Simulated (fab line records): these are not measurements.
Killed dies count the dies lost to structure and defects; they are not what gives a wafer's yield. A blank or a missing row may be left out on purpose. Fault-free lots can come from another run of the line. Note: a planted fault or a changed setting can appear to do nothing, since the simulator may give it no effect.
fab line records | flow sfq_line
[record] lots = 6 | wafers = 18 | last_day = 87
route steps=325 shown M3@129 I3@133
lots untouched by any fault: they come from a run of this same line in which no faults occurred
start_h: start of the lot's first displayed wafer, in hours after the record's first day | wait_h: how many hours have passed since the lot's step before this one | " identical to the entry in the row above | L1.1+2: a single row standing in for several wafers | - no value present, or no start provided | * or withheld: withheld | < > ~ a bound
route shown NAME@n: names a module that has steps shown in the file, with the first one's number in the route | usual: mean/standard deviation of fault-free wafers | same: alike in all rows | chamber/n: place in a boat | sites: readings site by site | _std_site: standard deviation of those values | _edge_site: mean of outer sites minus mean of inner sites | radius_mm: for every site, how far away it sits from the centre of the wafer | mask NAME#n: copy n | behind: the tool/chamber that last shaped the wafer | hold: what put the lot on hold/how long, in hours/how the hold closed | device: which transistor (n, p or np) failed to switch | end of line: the tests these same wafers got at the end of their route | step lacking rows: just its recipe | killed: count of dies lost to structure and defects at first sort (not the wafer's yield) | map: dies across one wafer; x = killed, . = not, _ = none there
set.NAME: the setting that was run; set.NAME@STEP: the one run at that earlier step | model.NAME: the simulator's own value behind a step, which no gauge read
lots at selected steps of the route; one table per step, one row per wafer
services: a tool's chamber out of use, with start hour (start_h, from the record's first day; less than 0 if before it), hours out, and reason
[[steps]]
[step SFQ_TRILAYER_M3_BARC_OPEN_METAL_ETCH_100]
[recipe] mask_material = PR | chemistry = O2 | target_depth_nm = 125 | target = BARC | icp_w = 600 | bias_w = 80 | pressure_mtorr = 10 | time_s = 41.7
[usual] drypump_motor_current_A = 5.63/0.29 | oes_product_au = 0.686/0.0044
lot.wafer | tool         | chamber | start_h | wait_h | drypump_motor_current_A | oes_product_au | rf_hours_counter_h
L284.3    | rie_metal-02 | 1       | 1071.97 | 0.0    | 5.75                    | 0.686          | -
L284.5    | "            | 1       | "       | "      | 5.77                    | 0.686          | -
L284.6    | "            | 0       | "       | "      | 5.60                    | 0.683          | -
L290.2    | rie_metal-02 | 1       | 1112.93 | 0.0    | 5.75                    | 0.686          | 76
L290.4    | "            | 1       | "       | "      | 5.73                    | 0.690          | -
L290.5    | "            | 0       | "       | "      | 5.66                    | 0.685          | -
L294.2    | rie_metal-02 | 0       | 1144.26 | 0.0    | 5.65                    | 0.688          | 25
L294.4    | "            | 0       | "       | "      | 5.65                    | 0.688          | -
L294.5    | "            | 0       | "       | "      | 5.63                    | 0.677          | -
L298.2    | rie_metal-03 | 0       | 1180.38 | 0.0    | 5.96                    | 0.682          | 108
L298.3    | "            | 1       | "       | "      | 5.96                    | 0.688          | -
L298.6    | "            | 1       | "       | "      | 5.97                    | 0.686          | -
L300.2    | rie_metal-02 | 1       | 1195.98 | 0.0    | 5.72                    | 0.688          | 88
L300.4    | "            | 0       | "       | "      | 5.63                    | 0.687          | -
L300.6    | "            | 1       | "       | "      | 5.74                    | 0.685          | -
L302.1    | rie_metal-04 | 1       | 1205.58 | 0.0    | 5.82                    | 0.687          | 24
L302.3    | "            | 1       | "       | "      | 5.80                    | 0.692          | -
L302.4    | "            | 0       | "       | "      | 5.04                    | 0.685          | -
[step SFQ_TRILAYER_M3_ETCH_METAL_ETCH_078]
[recipe] target = Nb | stop_on = SiO2 | mask_material = PR | chemistry = Cl2/Ar | target_depth_nm = 240 | icp_w = 600 | bias_w = 80 | pressure_mtorr = 10 | time_s = 120
[usual] drypump_motor_current_A = 5.63/0.29 | oes_product_au = 0.892/0.0083
lot.wafer | tool         | chamber | start_h | wait_h | drypump_motor_current_A | oes_product_au | rf_hours_counter_h
L284.3    | rie_metal-02 | 1       | 1072.05 | 0.1    | 5.73                    | 0.904          | -
L284.5    | "            | 1       | "       | "      | 5.74                    | 0.901          | -
L284.6    | "            | 0       | "       | "      | 5.63                    | 0.894          | -
L290.2    | rie_metal-02 | 1       | 1112.99 | 0.0    | 5.76                    | 0.902          | 76
L290.4    | "            | 1       | "       | "      | 5.75                    | 0.895          | -
L290.5    | "            | 0       | "       | "      | 5.65                    | 0.904          | -
L294.2    | rie_metal-02 | 0       | 1144.31 | 0.0    | 5.68                    | 0.884          | 25
L294.4    | "            | 0       | "       | "      | 5.66                    | 0.881          | -
L294.5    | "            | 0       | "       | "      | 5.66                    | 0.886          | -
L298.2    | rie_metal-03 | 0       | 1180.44 | 0.0    | 5.93                    | 0.883          | 108
L298.3    | "            | 1       | "       | "      | 5.97                    | 0.894          | -
L298.6    | "            | 1       | "       | "      | 5.98                    | 0.892          | -
L300.2    | rie_metal-02 | 1       | 1196.04 | 0.0    | 5.74                    | 0.878          | 88
L300.4    | "            | 0       | "       | "      | 5.64                    | 0.882          | -
L300.6    | "            | 1       | "       | "      | 5.73                    | 0.877          | -
L302.1    | rie_metal-04 | 1       | 1205.64 | 0.0    | 5.82                    | 0.905          | 24
L302.3    | "            | 1       | "       | "      | 5.84                    | 0.887          | -
L302.4    | "            | 0       | "       | "      | 5.05                    | 0.896          | -
[step SFQ_TRILAYER_M3_STRIP_STRIP_079]
[recipe] gas = O2 | power_w = 200 | platen_temp_c = 40 | overash_fraction = 0.65 | chemistry = O2 | pressure_mtorr = 50
[step SFQ_TRILAYER_M3_STRIP_SOLV_CLEAN_080]
[recipe] chemistry = NMP | temp_c = 70 | time_s = 600
[step SFQ_TRILAYER_I3_DEP_PECVD_081]
[recipe] material = SiO2 | temp_c = 150 | time_s = 111.11 | pressure_torr = 2.4 | rf_w = 183.3 | precursor = SiH4/N2O | target_thk_nm = 500
[step SFQ_TRILAYER_I3_CMP_CMP_082]
[recipe] material = SiO2 | down_force_psi = 3 | platen_rpm = 60 | pad_velocity_m_s = 0.94248
[usual] motor_current_A = 10.0/1.5 | platen_rpm = 60.01/0.045 | slurry_filter_dp_kPa = 13.50/0.14 | time_to_endpoint_s = 218/7.1
lot.wafer | tool   | chamber | start_h | wait_h | motor_current_A | platen_rpm | slurry_filter_dp_kPa | time_to_endpoint_s
L284.3    | cmp-02 | 3       | 1077.31 | 4.4    | 9.2             | 59.91      | 13.44                | 211
L284.6    | "      | 2       | 1078.92 | 5.9    | 9.3             | 60.02      | 13.50                | 219
L284.5    | "      | 3       | "       | "      | 9.3             | 59.99      | 13.29                | 220
L290.4    | cmp-01 | 0       | 1123.39 | 9.4    | 8.9             | 59.87      | 13.56                | 224
L290.2    | "      | 2       | 1124.39 | 10.5   | 7.8             | 60.01      | 13.45                | 215
L290.5    | "      | 1       | 1125.89 | 11.9   | 10.7            | 59.99      | 13.42                | 218
L294.4    | cmp-02 | 1       | 1157.80 | 12.5   | 11.5            | 60.00      | 13.67                | 221
L294.2    | "      | 2       | "       | "      | 9.7             | 60.02      | 13.68                | 214
L294.5    | "      | 0       | 1159.30 | 14.0   | 10.4            | 60.01      | 13.69                | 226
L298.3    | cmp-01 | 2       | 1186.13 | 4.7    | 8.4             | 59.97      | 13.47                | 222
L298.2    | "      | 0       | 1187.13 | 5.7    | 8.0             | 59.97      | 13.59                | 208
L298.6    | "      | 3       | 1188.63 | 7.2    | 12.5            | 60.04      | 13.47                | 227
L300.2    | cmp-01 | 1       | 1201.13 | 4.1    | 10.0            | 59.99      | 13.74                | 227
L300.4    | "      | 0       | 1202.63 | 5.6    | 8.7             | 59.93      | 13.37                | 215
L300.6    | "      | 2       | 1203.63 | 6.6    | 8.3             | 60.01      | 13.67                | 219
L302.1    | cmp-02 | 3       | 1208.30 | 1.7    | 9.2             | 60.16      | 13.53                | 222
L302.3    | "      | 0       | "       | "      | 10.3            | 60.00      | 13.61                | 222
L302.4    | "      | 1       | "       | "      | 11.7            | 59.98      | 13.50                | 225
[step SFQ_I3_BOW_MEAS_922]
[recipe] mode = bow
[usual] I3_BOW = 2/9.2
lot.wafer | tool          | chamber | start_h | wait_h | I3_BOW[um]
L284.3    | film_metro-01 | -       | 1080.04 | 2.2    | 9
L284.5    | "             | -       | "       | "      | -4
L284.6    | "             | -       | "       | "      | 6
L290.2    | film_metro-02 | -       | 1126.41 | 1.5    | 8
L290.4    | "             | -       | "       | "      | 8
L290.5    | "             | -       | "       | "      | 2
L294.2    | film_metro-03 | -       | 1160.32 | 1.5    | 8
L294.4    | "             | -       | "       | "      | 2
L294.5    | "             | -       | "       | "      | 14
L298.2    | film_metro-03 | -       | 1189.15 | 1.5    | 15
L298.3    | "             | -       | "       | "      | 5
L298.6    | "             | -       | "       | "      | 3
L300.2    | film_metro-03 | -       | 1204.15 | 2.5    | 1
L300.4    | "             | -       | "       | "      | 3
L300.6    | "             | -       | "       | "      | -10
L302.1    | film_metro-02 | -       | 1211.30 | 2.5    | -2
L302.3    | "             | -       | "       | "      | 4
L302.4    | "             | -       | "       | "      | 6
[step SFQ_TRILAYER_I3_METRO_MEASURE_083]
[usual] thk_nm = 200.3/0.99
lot.wafer | tool          | chamber | start_h | wait_h | thk_nm
L284.3    | film_metro-01 | -       | 1080.52 | 0.5    | 200.9
L284.5    | "             | -       | "       | "      | 200.9
L284.6    | "             | -       | "       | "      | 199.9
L290.2    | film_metro-02 | -       | 1126.71 | 0.3    | 200.4
L290.4    | "             | -       | "       | "      | 200.8
L290.5    | "             | -       | "       | "      | 201.5
L294.2    | film_metro-03 | -       | 1160.62 | 0.3    | 200.9
L294.4    | "             | -       | "       | "      | 199.9
L294.5    | "             | -       | "       | "      | 200.6
L298.2    | film_metro-03 | -       | 1189.45 | 0.3    | 200.0
L298.3    | "             | -       | "       | "      | 199.9
L298.6    | "             | -       | "       | "      | 200.6
L300.2    | film_metro-03 | -       | 1204.45 | 0.3    | 200.2
L300.4    | "             | -       | "       | "      | 200.6
L300.6    | "             | -       | "       | "      | 200.9
L302.1    | film_metro-02 | -       | 1211.42 | 0.1    | 203.0
L302.3    | "             | -       | "       | "      | 201.8
L302.4    | "             | -       | "       | "      | 201.5
[step SFQ_TRILAYER_I3_VIA_LITHO_COAT_090]
[recipe] resist = BARC | spin_rpm = 3000 | resist_thk_nm = 62
[step SFQ_TRILAYER_I3_VIA_LITHO_COAT_085]
[recipe] resist = KrF | spin_rpm = 3000 | resist_thk_nm = 650
[step SFQ_TRILAYER_I3_VIA_LITHO_SOFTBAKE_089]
[recipe] temp_c = withheld | time_s = withheld | resist = KrF
[step SFQ_TRILAYER_I3_VIA_LITHO_EXPOSE_086]
[recipe] mask_id = I3 | na = 0.6 | source_shape = conventional | sigma_outer = 0.65 | target_cd_nm = 500 | dose_mj = 21.3
[step SFQ_TRILAYER_I3_VIA_LITHO_PEB_088]
[recipe] peb_temp_c = 115 | peb_time_s = 60 | resist = KrF
lot.wafer  | tool           | chamber | start_h | wait_h
L284.3+5+6 | litho_track-04 | 0       | 1083.59 | 0.7
L290.2+4+5 | litho_track-01 | 0       | 1256.74 | 0.8
L294.2+4+5 | litho_track-04 | 0       | 1285.54 | 0.8
L298.2+3+6 | litho_track-04 | 0       | 1309.54 | 0.8
L300.2+4+6 | litho_track-04 | 0       | 1325.14 | 0.8
L302.1+3+4 | litho_track-03 | 0       | 1334.65 | 1.0
[step SFQ_TRILAYER_I3_VIA_LITHO_DEVELOP_087]
[recipe] time_s = 60 | resist = KrF
[step SFQ_I3_OVL_MEAS_923]
[usual] I3_OVL = -2/4.6
lot.wafer | tool       | chamber | start_h | wait_h | I3_OVL[nm]
L284.3    | overlay-01 | -       | 1083.86 | 0.1    | 2
L284.5    | "          | -       | "       | "      | 10
L284.6    | "          | -       | "       | "      | 2
L290.2    | overlay-01 | -       | 1257.03 | 0.1    | -11
L290.4    | "          | -       | "       | "      | -10
L290.5    | "          | -       | "       | "      | -11
L294.2    | overlay-02 | -       | 1285.83 | 0.1    | 3
L294.4    | "          | -       | "       | "      | -2
L294.5    | "          | -       | "       | "      | 4
L298.2    | overlay-02 | -       | 1309.83 | 0.1    | -7
L298.3    | "          | -       | "       | "      | -7
L298.6    | "          | -       | "       | "      | -11
L300.2    | overlay-02 | -       | 1325.43 | 0.1    | 1
L300.4    | "          | -       | "       | "      | -5
L300.6    | "          | -       | "       | "      | -1
L302.1    | overlay-02 | -       | 1334.95 | 0.1    | -4
L302.3    | "          | -       | "       | "      | -7
L302.4    | "          | -       | "       | "      | -7
[step SFQ_TRILAYER_I3_VIA_BARC_OPEN_VIA_ETCH_121]
[recipe] mask_material = PR | chemistry = O2 | target_depth_nm = 125 | target = BARC | source_w = 500 | bias_w = 80 | pressure_mtorr = 30 | time_s = 41.7
[usual] drypump_motor_current_A = 5.7/0.49 | oes_product_au = 0.686/0.0048
lot.wafer | tool        | chamber | start_h | wait_h | drypump_motor_current_A | oes_product_au | rf_hours_counter_h | model.I3.cd_nm
L284.3    | rie_diel-02 | 1       | 1083.88 | 0.0    | 4.9                     | 0.687          | 7                  | 497.4
L284.5    | "           | 0       | "       | "      | 5.7                     | 0.687          | -                  | 501.4
L284.6    | "           | 3       | "       | "      | 5.5                     | 0.689          | -                  | 500.4
L290.2    | rie_diel-03 | 3       | 1257.06 | 0.0    | 6.3                     | 0.683          | 12                 | 501.2
L290.4    | "           | 1       | "       | "      | 5.2                     | 0.680          | 16                 | 500.5
L290.5    | "           | 1       | "       | "      | 5.2                     | 0.689          | -                  | 499.4
L294.2    | rie_diel-04 | 2       | 1285.86 | 0.0    | 5.6                     | 0.681          | 10                 | 500.7
L294.4    | "           | 3       | "       | "      | 5.4                     | 0.680          | 14                 | 501.6
L294.5    | "           | 1       | "       | "      | 6.0                     | 0.697          | -                  | 502
L298.2    | rie_diel-04 | 1       | 1309.86 | 0.0    | 6.0                     | 0.684          | 15                 | 531.2
L298.3    | "           | 3       | "       | "      | 5.4                     | 0.686          | 15                 | 532.5
L298.6    | "           | 2       | "       | "      | 5.6                     | 0.688          | -                  | 531.2
L300.2    | rie_diel-03 | 1       | 1325.46 | 0.0    | 5.2                     | 0.691          | 18                 | 534.6
L300.4    | "           | 1       | "       | "      | 5.2                     | 0.685          | -                  | 533.6
L300.6    | "           | 3       | "       | "      | 6.3                     | 0.695          | -                  | 534.1
L302.1    | rie_diel-02 | 3       | 1334.99 | 0.0    | 5.5                     | 0.680          | 14                 | 504
L302.3    | "           | 0       | "       | "      | 5.7                     | 0.691          | 8                  | 503.1
L302.4    | "           | 2       | "       | "      | 6.0                     | 0.685          | 16                 | 504.2
[step SFQ_TRILAYER_I3_VIA_ETCH_VIA_ETCH_088]
[recipe] target = SiO2 | stop_on = Nb | mask_material = PR | taper_deg = 20 | chemistry = CHF3 | target_depth_nm = 260 | source_w = 500 | bias_w = 80 | pressure_mtorr = 30 | time_s = withheld
[usual] drypump_motor_current_A = 5.7/0.49 | oes_product_au = 0.856/0.0053
lot.wafer | tool        | chamber | start_h | wait_h | drypump_motor_current_A | oes_product_au | model.I3.cd_nm
L284.3    | rie_diel-02 | 1       | 1083.92 | 0.0    | 4.9                     | 0.851          | 499.9
L284.5    | "           | 0       | "       | "      | 5.6                     | 0.856          | 501.2
L284.6    | "           | 3       | "       | "      | 5.5                     | 0.851          | 500
L290.2    | rie_diel-03 | 3       | 1257.10 | 0.0    | 6.3                     | 0.859          | 501.2
L290.4    | "           | 1       | "       | "      | 5.2                     | 0.852          | 501.1
L290.5    | "           | 1       | "       | "      | 5.2                     | 0.862          | 498
L294.2    | rie_diel-04 | 2       | 1285.90 | 0.0    | 5.6                     | 0.863          | 501.3
L294.4    | "           | 3       | "       | "      | 5.4                     | 0.846          | 498.3
L294.5    | "           | 1       | "       | "      | 6.0                     | 0.853          | 504.2
L298.2    | rie_diel-04 | 1       | 1309.90 | 0.0    | 6.0                     | 0.857          | 530.8
L298.3    | "           | 3       | "       | "      | 5.4                     | 0.855          | 530.1
L298.6    | "           | 2       | "       | "      | 5.6                     | 0.865          | 531.7
L300.2    | rie_diel-03 | 1       | 1325.50 | 0.0    | 5.3                     | 0.857          | 532
L300.4    | "           | 1       | "       | "      | 5.2                     | 0.853          | 531.5
L300.6    | "           | 3       | "       | "      | 6.3                     | 0.855          | 534.6
L302.1    | rie_diel-02 | 3       | 1335.03 | 0.0    | 5.5                     | 0.863          | 506.6
L302.3    | "           | 0       | "       | "      | 5.6                     | 0.857          | 502.9
L302.4    | "           | 2       | "       | "      | 6.0                     | 0.861          | 504.4
[step SFQ_TRILAYER_I3_VIA_STRIP_STRIP_089]
[recipe] gas = O2 | power_w = 200 | platen_temp_c = 40 | overash_fraction = 0.65 | chemistry = O2 | pressure_mtorr = 50
[usual] drypump_motor_current_A = 5.9/0.35 | oes_product_au = 1.002/0.0093
lot.wafer | tool         | chamber | start_h | wait_h | drypump_motor_current_A | oes_product_au | rf_hours_counter_h
L284.3    | rie_metal-03 | 1       | 1084.23 | -      | 6.0                     | 0.995          | -
L284.5    | "            | 1       | "       | "      | 6.0                     | 0.991          | -
L284.6    | "            | 0       | "       | "      | 5.9                     | 0.993          | -
L290.2    | rie_metal-03 | 1       | 1257.21 | -      | 5.9                     | 0.997          | 31
L290.4    | "            | 0       | "       | "      | 6.0                     | 0.991          | -
L290.5    | "            | 0       | "       | "      | 6.0                     | 0.986          | -
L294.2    | rie_metal-03 | 1       | 1286.01 | -      | 6.0                     | 1.003          | 36
L294.4    | "            | 0       | "       | "      | 5.9                     | 0.996          | -
L294.5    | "            | 1       | "       | "      | 6.0                     | 0.994          | -
L298.2    | rie_metal-01 | 1       | 1310.01 | -      | 6.3                     | 0.998          | 31
L298.3    | "            | 1       | "       | "      | 6.3                     | 1.002          | -
L298.6    | "            | 1       | "       | "      | 6.3                     | 1.001          | -
L300.2    | rie_metal-01 | 1       | 1325.61 | -      | 6.3                     | 1.004          | 33
L300.4    | "            | 0       | "       | "      | 6.1                     | 1.014          | -
L300.6    | "            | 0       | "       | "      | 6.1                     | 1.021          | -
L302.1    | rie_metal-03 | 1       | 1335.14 | -      | 6.0                     | 0.995          | 42
L302.3    | "            | 1       | "       | "      | 6.0                     | 1.002          | -
L302.4    | "            | 0       | "       | "      | 5.9                     | 1.001          | -
[[services]]
tool          | chamber | start_h | hours | kind
rie_diel-03   | 0       | 1049.14 | 31.8  | repair
rie_diel-02   | 3       | 1055.53 | 20.1  | repair
film_metro-03 | -       | 1057.52 | 2.1   | pm
film_metro-03 | -       | 1059.92 | 0.2   | pm
rie_diel-04   | 1       | 1071.73 | 5.2   | repair
rie_diel-04   | -       | 1076.52 | 2.8   | pm
cmp-02        | -       | 1089.09 | 2.7   | repair
rie_diel-04   | 3       | 1091.59 | 14.1  | repair
rie_diel-04   | -       | 1094.45 | 0.1   | repair
rie_metal-03  | 0       | 1098.19 | 3.3   | repair
rie_metal-02  | -       | 1104.41 | 0.8   | repair
rie_metal-03  | -       | 1108.47 | 14.6  | pm
rie_metal-03  | -       | 1139.38 | 0.2   | repair
rie_diel-04   | -       | 1152.28 | 28.1  | pm
rie_metal-03  | 1       | 1152.56 | 6.7   | repair
rie_diel-03   | 1       | 1187.44 | 4.3   | repair
rie_metal-03  | 0       | 1203.73 | 9.7   | repair
rie_diel-04   | 0       | 1221.64 | 16.0  | repair
rie_metal-03  | -       | 1230.80 | 2.0   | repair
rie_diel-04   | 3       | 1247.00 | 8.3   | repair
rie_diel-02   | 3       | 1267.74 | 6.2   | repair
rie_metal-02  | 0       | 1309.85 | 4.2   | repair
rie_metal-02  | -       | 1323.88 | 0.4   | repair
rie_diel-03   | 1       | 1332.05 | 6.0   | repair
[[key]]
first_sign none at tools or gauges
[model_effect] step = SFQ_TRILAYER_I3_VIA_BARC_OPEN_VIA_ETCH_121 | value = I3.cd_nm | without = 500.8 | struck = 532.8
[model_effect] step = SFQ_TRILAYER_I3_VIA_ETCH_VIA_ETCH_088 | value = I3.cd_nm | without = 499.8 | struck = 531.8
met_at SFQ_TRILAYER_I3_VIA_LITHO_PEB_088
struck_wafers L298.2,L298.3,L298.6,L300.2,L300.4,L300.6
onset_between 1285.54 1309.54
also_fits SFQ_TRILAYER_I3_CMP_CMP_082:cmp-01,SFQ_TRILAYER_I3_METRO_MEASURE_083:film_metro-03
[fault] kind = process_parameter_drift | tool = litho_track-04 | chamber = - | onset_h = 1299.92 | steps = SFQ_TRILAYER_I3_VIA_LITHO_PEB_088 | channel = peb_time_s | offset = * | shape = step | end_h = 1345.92 | acts_in = * | stated = *
